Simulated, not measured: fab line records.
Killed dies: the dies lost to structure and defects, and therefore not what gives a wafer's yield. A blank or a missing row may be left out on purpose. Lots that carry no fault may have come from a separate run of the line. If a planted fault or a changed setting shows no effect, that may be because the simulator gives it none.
Matching of chambers || flow gf180mcu || GF_CONTACT_CMP_04 on cmp-02 has 4 sister chambers
The step polishes SiO2. 8 wafers are shown with their chamber, then 11 later ones without.

== WAFERS, EACH WITH ITS CHAMBER ==
{"wafer": "L690.4", "chamber": 1, "motorCurrentA (A)": 11.8, "timeToEndpointS (s)": 119}
{"wafer": "L692.6", "chamber": 3, "motorCurrentA (A)": 13.3, "timeToEndpointS (s)": 118}
{"wafer": "L693.1", "chamber": 2, "motorCurrentA (A)": 10.7, "timeToEndpointS (s)": 117}
{"wafer": "L693.5", "chamber": 1, "motorCurrentA (A)": 12.0, "timeToEndpointS (s)": 119}
{"wafer": "L696.1", "chamber": 0, "motorCurrentA (A)": 11.9, "timeToEndpointS (s)": 119}
{"wafer": "L696.2", "chamber": 2, "motorCurrentA (A)": 11.4, "timeToEndpointS (s)": 120}
{"wafer": "L696.5", "chamber": 3, "motorCurrentA (A)": 13.2, "timeToEndpointS (s)": 119}
{"wafer": "L699.1", "chamber": 0, "motorCurrentA (A)": 12.1, "timeToEndpointS (s)": 113}

== WAFERS WHOSE CHAMBER IS MISSING ==
{"wafer": "L699.4", "motorCurrentA (A)": 13.1, "timeToEndpointS (s)": 110}
{"wafer": "L699.6", "motorCurrentA (A)": 11.2, "timeToEndpointS (s)": 122}
{"wafer": "L701.1", "motorCurrentA (A)": 13.1, "timeToEndpointS (s)": 112}
{"wafer": "L701.3", "motorCurrentA (A)": 10.7, "timeToEndpointS (s)": 113}
{"wafer": "L701.5", "motorCurrentA (A)": 11.4, "timeToEndpointS (s)": 120}
{"wafer": "L702.4", "motorCurrentA (A)": 11.8, "timeToEndpointS (s)": 120}
{"wafer": "L702.5", "motorCurrentA (A)": 10.9, "timeToEndpointS (s)": 131}
{"wafer": "L702.6", "motorCurrentA (A)": 11.7, "timeToEndpointS (s)": 120}
{"wafer": "L703.2", "motorCurrentA (A)": 11.3, "timeToEndpointS (s)": 112}
{"wafer": "L703.4", "motorCurrentA (A)": 11.5, "timeToEndpointS (s)": 122}
{"wafer": "L703.6", "motorCurrentA (A)": 11.0, "timeToEndpointS (s)": 120}

== CHAMBER TAKEN BY EACH ==
{"wafer": "L699.4", "from the rows above": "can't be placed: 3 or 0", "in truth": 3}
{"wafer": "L699.6", "from the rows above": "can't be placed: 2 or 1", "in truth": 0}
{"wafer": "L701.1", "from the rows above": "can't be placed: 3 or 0", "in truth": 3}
{"wafer": "L701.3", "from the rows above": 2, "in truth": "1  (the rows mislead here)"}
{"wafer": "L701.5", "from the rows above": "can't be placed: 2 or 1 or 0", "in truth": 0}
{"wafer": "L702.4", "from the rows above": "can't be placed: 1 or 0", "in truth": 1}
{"wafer": "L702.5", "from the rows above": "can't be placed: 2 or 1", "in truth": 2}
{"wafer": "L702.6", "from the rows above": "can't be placed: 1 or 0 or 2", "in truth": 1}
{"wafer": "L703.2", "from the rows above": "can't be placed: 2 or 0 or 1", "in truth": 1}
{"wafer": "L703.4", "from the rows above": "can't be placed: 1 or 2 or 0", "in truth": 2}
{"wafer": "L703.6", "from the rows above": 2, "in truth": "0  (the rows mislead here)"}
Placed correctly: 0 of 11. From these rows, 9 cannot be placed; in 8 the true chamber is one of the candidates. Placed wrongly: 2.
How it was worked out, from the rows above alone: a wafer's distance from a chamber is the root of the sum, over the readings, of the square of ((its reading less the chamber's mean) divided by the reading's scatter). The wafer belongs to the nearest chamber; if the next one is less than 2 further off, it can't be placed. A chamber's mean is the mean of its shown wafers. The scatter: take each reading less its chamber's mean, square it, sum over the shown wafers, divide by the number of wafers less the number of chambers, and take the root.
